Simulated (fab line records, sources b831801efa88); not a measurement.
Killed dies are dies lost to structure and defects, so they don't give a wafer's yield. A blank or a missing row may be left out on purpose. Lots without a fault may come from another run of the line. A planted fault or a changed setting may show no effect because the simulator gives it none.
fab line records | flow gf180mcu
record lots=12 wafers=33 last_day=34
route steps=602 shown V2@387 M3@425 V3@431
lots that met no fault: from a run of the same line without faults
start_h: hours from the record's first day to the start of the lot's first wafer shown | wait_h: hours since the lot's step before | " the same as in the row above | L1.1+2: a row that stands for several wafers | - no value, or no start given | * or withheld: withheld | < > ~ a bound
route shown NAME@n: a module of which the file shows steps, and the number in the route of the first | usual: mean/standard deviation of fault-free wafers | same: alike in all rows | chamber/n: place in a boat | sites: the reading at each site | _std_site: their standard deviation | _edge_site: outer sites' mean less inner sites' | radius_mm: how far each site lies from the wafer's centre | mask NAME#n: copy n | behind: the tool/chamber that last shaped the wafer | hold: why the lot was held/for how many hours/how that ended | device: the transistor (n, p or np) that didn't switch | end of line: the same wafers' tests at the end of the route | a step without rows: its recipe alone | killed: dies lost to structure and defects at the first sort, not the wafer's yield | map: a wafer's dies, x killed, . not, _ none there
set.NAME: the setting as run; set.NAME@STEP: as run at that earlier step | model.NAME: the simulator's own value behind a step, which no gauge read
steps of the route over a sample of lots; a table a step, a row a wafer
services: from which hour (start_h, from the record's first day; less than 0 if before it) a tool's chamber was out of use, for how many hours, and why
## steps
# step GF_V2_BOW_MEAS_05
# recipe mode=bow
# usual V2_BOW=101/7.5
# columns lot.wafer tool chamber start_h wait_h V2_BOW[um]
L172.2 film_metro-03 - 452.82 0.2 97
L172.3 " - " " 92
L172.4 " - " " 98
L174.2 film_metro-03 - 475.23 0.2 97
L174.3 " - " " 98
L174.6 " - " " 93
L175.2 film_metro-03 - 482.72 0.3 101
L175.5 " - " " 110
L175.6 " - " " 108
L176.1 film_metro-04 - 496.55 0.1 112
L176.3 " - " " 102
L176.4 " - " " 104
L177.1 film_metro-04 - 517.47 0.2 95
L177.3 " - " " 85
L177.4 " - " " 97
L180.2 film_metro-04 - 535.39 0.1 107
L180.4 " - " " 103
L180.6 " - " " 108
L181.2 film_metro-01 - 544.80 0.1 106
L181.3 " - " " 102
L181.6 " - " " 111
L182.4 film_metro-03 - 546.83 0.2 107
L182.5 " - " " 100
L182.6 " - " " 113
L187.1 film_metro-01 - 584.32 0.1 100
L187.6 " - " " 108
L188.1 film_metro-01 - 590.09 0.1 104
L188.4 " - " " 93
L189.3 film_metro-04 - 599.02 0.3 93
L189.4 " - " " 107
L194.1 film_metro-01 - 631.18 0.1 106
L194.4 " - " " 97
L194.6 " - " " 92
# step GF_V2_CD_MEAS_14
# recipe target_cd_nm=260
# usual cd_nm=260.2/0.92
# columns lot.wafer tool chamber start_h wait_h cd_nm
L172.2 cd_sem-02 - 477.06 0.1 260.1
L172.3 " - " " 260.4
L172.4 " - " " 260.0
L174.2 cd_sem-02 - 500.11 0.1 259.7
L174.3 " - " " 259.8
L174.6 " - " " 260.7
L175.2 cd_sem-01 - 506.43 0.1 260.5
L175.5 " - " " 260.0
L175.6 " - " " 259.4
L176.1 cd_sem-01 - 519.95 0.1 261.3
L176.3 " - " " 261.0
L176.4 " - " " 260.9
L177.1 cd_sem-02 - 540.24 0.1 258.4
L177.3 " - " " 258.4
L177.4 " - " " 258.0
L180.2 cd_sem-01 - 558.12 0.1 258.9
L180.4 " - " " 260.5
L180.6 " - " " 260.6
L181.2 cd_sem-02 - 566.91 0.1 260.7
L181.3 " - " " 260.5
L181.6 " - " " 259.7
L182.4 cd_sem-02 - 569.35 0.1 259.3
L182.5 " - " " 258.7
L182.6 " - " " 260.0
L187.1 cd_sem-02 - 606.64 0.1 260.1
L187.6 " - " " 259.6
L188.1 cd_sem-02 - 611.40 0.1 261.3
L188.4 " - " " 260.9
L189.3 cd_sem-01 - 620.28 0.1 261.1
L189.4 " - " " 259.3
L194.1 cd_sem-01 - 650.44 0.1 261.6
L194.4 " - " " 259.6
L194.6 " - " " 260.4
# step GF_M3_METAL_ETCH_16
# recipe chemistry=Cl2/BCl3 mask_material=KrF target_depth_nm=750.8 stop_on=SiO2 pressure_mtorr=8 icp_w=800 bias_w=140 Cl2_flow_sccm=80 bcl3_flow_sccm=40 time_s=125.1
# usual chamber_pressure_mTorr=7.999/0.0073 drypump_motor_current_A=5.7/0.42 oes_product_au=0.987/0.0085 throttle_valve_pct=28.232/0.012
# columns lot.wafer tool chamber start_h wait_h chamber_pressure_mTorr drypump_motor_current_A oes_product_au rf_hours_counter_h throttle_valve_pct
L172.2 rie_metal-02 1 502.30 0.0 7.987 6.2 0.989 13 28.236
L172.3 " 0 " " 7.999 5.9 0.985 - 28.224
L172.4 " 1 " " 7.996 6.2 0.989 - 28.239
L174.2 rie_metal-03 1 525.76 0.0 7.997 5.6 0.985 8 28.236
L174.3 " 0 " " 7.997 5.0 1.001 - 28.228
L174.6 " 1 " " 7.995 5.6 0.991 - 28.236
L175.2 rie_metal-02 1 531.30 0.0 7.997 6.2 0.987 0 28.241
L175.5 " 1 " " 7.996 6.2 1.000 - 28.223
L175.6 " 0 " " 8.000 5.9 0.993 - 28.223
L176.1 rie_metal-03 0 543.90 0.0 8.006 5.0 0.992 7 28.227
L176.3 " 0 " " 7.980 5.0 0.981 - 28.246
L176.4 " 1 " " 8.003 5.6 0.985 - 28.227
L177.1 rie_metal-02 1 565.41 0.0 8.001 6.2 0.989 1 28.222
L177.3 " 1 " " 7.995 6.2 0.986 - 28.228
L177.4 " 1 " " 7.992 6.2 0.992 - 28.221
L180.2 rie_metal-02 0 581.69 0.1 7.995 5.9 0.992 - 28.234
L180.4 " 0 " " 7.993 5.9 0.996 - 28.228
L180.6 " 0 " " 8.003 5.9 1.009 - 28.238
L181.2 rie_metal-03 1 589.83 0.0 8.010 5.6 0.978 10 28.252
L181.3 " 0 " " 7.990 5.0 0.996 - 28.217
L181.6 " 1 " " 8.000 5.6 0.975 - 28.243
L182.4 rie_metal-04 1 592.09 0.1 7.995 5.3 0.967 - 28.270
L182.5 " 1 " " 8.012 5.3 0.963 - 28.261
L182.6 " 0 " " 7.989 6.1 0.996 - 28.211
L187.1 rie_metal-03 0 629.66 0.0 8.002 5.0 0.988 10 28.232
L187.6 " 0 " " 7.996 5.0 0.991 - 28.245
L188.1 rie_metal-04 1 633.90 0.0 7.996 5.3 0.971 1 28.237
L188.4 " 1 " " 7.977 5.4 0.978 - 28.227
L189.3 rie_metal-03 1 642.80 0.1 7.996 5.6 0.983 - 28.248
L189.4 " 1 " " 7.996 5.6 0.982 - 28.254
L194.1 rie_metal-04 1 670.58 0.0 7.992 5.3 0.968 2 28.249
L194.4 " 0 " " 7.997 6.1 0.994 - 28.210
L194.6 " 1 " " 8.005 5.3 0.978 - 28.241
# step GF_V3_CVD_02
# recipe material=SiO2 target_thk_nm=850 precursor=TEOS temp_c=400 time_s=94.851 rf_w=600
# usual heater_power_w=660/90
# columns lot.wafer tool chamber start_h wait_h heater_power_w
L172.2 pecvd-03 1 503.11 0.0 682
L172.3 " 0 " " 561
L172.4 " 2 " " 822
L174.2 pecvd-02 0 526.56 0.0 656
L174.3 " 2 " " 708
L174.6 " 1 " " 558
L175.2 pecvd-03 2 532.14 0.0 856
L175.5 " 0 " " 629
L175.6 " 1 " " 696
L176.1 pecvd-03 0 544.73 0.1 591
L176.3 " 1 " " 670
L176.4 " 0 " " 633
L177.1 pecvd-03 0 566.34 0.1 517
L177.3 " 2 " " 857
L177.4 " 0 " " 563
L180.2 pecvd-03 0 582.58 0.0 578
L180.4 " 2 " " 670
L180.6 " 0 " " 611
L181.2 pecvd-03 2 590.66 0.0 718
L181.3 " 0 " " 550
L181.6 " 1 " " 679
L182.4 pecvd-03 1 592.90 0.1 668
L182.5 " 0 " " 587
L182.6 " 2 " " 860
L187.1 pecvd-03 2 630.47 0.1 788
L187.6 " 2 " " 818
L188.1 pecvd-03 2 634.83 0.1 827
L188.4 " 0 " " 631
L189.3 pecvd-03 0 643.71 0.0 596
L189.4 " 0 " " 631
L194.1 pecvd-04 0 671.50 0.1 637
L194.4 " 0 " " 689
L194.6 " 1 " " 691
# step GF_V3_THK_MEAS_03
# recipe reads=SiO2_of_V3_CVD_02
# usual V3_CVD_02_THK=851/11
# columns lot.wafer tool chamber start_h wait_h hold V3_CVD_02_THK[nm]
L172.2 film_metro-02 - 503.19 0.0 - 836
L172.3 " - " " - 829
L172.4 " - " " - 849
L174.2 film_metro-04 - 526.64 0.0 - 838
L174.3 " - " " - 848
L174.6 " - " " - 839
L175.2 film_metro-02 - 532.22 0.0 - 849
L175.5 " - " " - 859
L175.6 " - " " - 862
L176.1 film_metro-02 - 544.80 0.0 - 857
L176.3 " - " " - 868
L176.4 " - " " - 870
L177.1 film_metro-01 - 566.41 0.0 - 841
L177.3 " - " " - 838
L177.4 " - " " - 859
L180.2 film_metro-04 - 582.65 0.0 - 840
L180.4 " - " " - 852
L180.6 " - " " - 859
L181.2 film_metro-02 - 590.74 0.0 - 843
L181.3 " - " " - 834
L181.6 " - " " - 861
L182.4 film_metro-02 - 592.97 0.0 - 854
L182.5 " - " " - 859
L182.6 " - " " - 863
L187.1 film_metro-04 - 630.54 0.0 await_dispo/0.2h/release 1110
L187.6 " - " " await_dispo/0.2h/release 854
L187.1 film_metro-04 - 630.88 0.3 - 1109
L187.6 " - " " - 853
L188.1 film_metro-02 - 634.89 0.0 await_dispo/0.2h/release 1103
L188.4 " - " " await_dispo/0.2h/release 1132
L188.1 film_metro-02 - 635.12 0.2 - 1103
L188.4 " - " " - 1131
L189.3 film_metro-04 - 643.80 0.1 await_dispo/0.2h/release 852
L189.4 " - " " await_dispo/0.2h/release 1139
L189.3 film_metro-04 - 644.03 0.2 - 852
L189.4 " - " " - 1137
L194.1 film_metro-02 - 671.57 0.0 - 843
L194.4 " - " " - 856
L194.6 " - " " - 838
# step GF_V3_CMP_04
# recipe material=SiO2 down_force_psi=4 platen_rpm=60 pad_velocity_m_s=0.94248
# usual motor_current_A=11.6/0.81 platen_rpm=60.00/0.039 retaining_ring_pressure_frac=1.000/0.0053 time_to_endpoint_s=80/5.4
# columns lot.wafer tool chamber start_h wait_h hold motor_current_A platen_rpm retaining_ring_pressure_frac time_to_endpoint_s
L172.4 cmp-01 3 503.24 0.0 - 11.4 60.01 0.985 79
L172.2 " 1 " " - 11.0 59.93 0.996 77
L172.3 " 2 " " - 11.6 60.03 1.005 72
L174.3 cmp-02 1 526.69 0.0 - 11.3 59.95 0.995 84
L174.2 " 0 " " - 11.0 59.98 1.003 76
L174.6 " 2 " " - 11.8 60.00 0.999 77
L175.2 cmp-02 3 532.37 0.1 - 10.2 60.05 1.000 80
L175.5 " 1 " " - 12.0 60.01 0.989 87
L175.6 " 2 " " - 12.1 60.00 0.993 86
L176.1 cmp-01 0 544.86 0.1 - 13.2 59.97 1.003 84
L176.3 " 1 " " - 10.7 60.05 0.996 94
L176.4 " 2 " " - 11.5 60.00 0.990 90
L177.4 cmp-01 1 566.64 0.2 - 10.3 60.05 0.997 83
L177.1 " 2 " " - 11.3 59.90 1.010 72
L177.3 " 3 " " - 11.7 60.04 1.000 71
L180.4 cmp-02 0 582.80 0.1 - 11.1 60.05 1.002 78
L180.2 " 1 " " - 11.9 60.02 1.004 79
L180.6 " 3 " " - 10.8 60.03 0.999 79
L181.2 cmp-01 3 590.84 0.1 - 11.7 60.07 1.003 81
L181.3 " 1 " " - 10.4 60.00 1.004 78
L181.6 " 2 " " - 11.8 59.99 0.997 84
L182.4 cmp-02 1 593.00 0.0 - 11.8 59.99 0.995 82
L182.5 " 1 " " - 11.2 59.96 1.005 88
L182.6 " 2 " " - 11.2 60.01 0.988 84
L187.1 cmp-01 1 633.23 2.3 await_dispo/2.1h/release 11.0 60.00 0.996 179
L187.6 " 2 " " await_dispo/2.1h/release 12.0 60.07 1.008 79
L188.1 cmp-02 1 639.74 4.6 await_dispo/4.5h/release 11.9 60.04 1.000 172
L188.4 " 2 " " await_dispo/4.5h/release 12.0 59.97 0.999 177
L189.4 cmp-01 0 646.76 2.7 await_dispo/2.4h/release 13.0 59.92 1.004 189
L189.3 " 1 " " await_dispo/2.4h/release 10.6 59.98 1.008 87
L194.4 cmp-01 2 671.63 0.0 - 11.7 59.98 1.005 80
L194.1 " 0 " " - 12.9 60.07 1.002 75
L194.6 " 2 " " - 11.5 59.96 1.005 71
## services
# columns tool chamber start_h hours kind
rie_metal-04 1 491.68 3.5 repair
rie_metal-02 1 502.52 - clean
rie_metal-02 1 502.52 18.5 scheduled_down
cmp-02 - 515.43 0.6 repair
pecvd-04 2 535.03 5.7 repair
pecvd-03 - 536.07 1.3 repair
pecvd-02 - 547.99 2.8 pm
pecvd-02 - 552.79 1.1 repair
pecvd-02 - 553.75 3.2 repair
rie_metal-02 0 557.38 8.4 repair
pecvd-02 - 557.79 0.9 repair
pecvd-02 0 560.57 5.1 repair
rie_metal-02 1 565.81 17.3 repair
cmp-01 - 572.26 0.3 repair
cmp-02 - 572.51 4.0 pm
cmp-02 - 576.51 - consumable_replace:conditioner
cmp-02 - 576.51 - consumable_replace:pad
rie_metal-02 - 578.18 2.8 pm
cmp-01 - 586.73 2.3 repair
rie_metal-03 - 626.42 2.8 pm
cmp-02 - 636.89 0.7 repair
rie_metal-03 0 642.22 1.0 repair
cmp-02 - 654.53 6.6 pm
pecvd-03 - 666.80 2.3 repair
## key
first_sign step=GF_V3_THK_MEAS_03 reading=visit direction=added
effect step=GF_V3_THK_MEAS_03 reading=V3_CVD_02_THK direction=up sigmas=24 usual=851 struck=1121
effect step=GF_V3_CMP_04 reading=time_to_endpoint_s direction=up sigmas=18 usual=* struck=*
met_at GF_V3_CVD_02
struck_lots L187,L188,L189
struck_wafers L187.1,L188.1,L188.4,L189.4
not_acting_at GF_V2_BOW_MEAS_05,GF_V2_CD_MEAS_14,GF_M3_METAL_ETCH_16
onset_between 592.90 630.47
fault kind=process_parameter_drift tool=pecvd-03 chamber=- onset_h=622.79 steps=GF_V3_CVD_02 channel=target_thk_nm offset=266.07 shape=step end_h=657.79 scope=struck_wafers_only acts_in=these_recipes_only stated=850
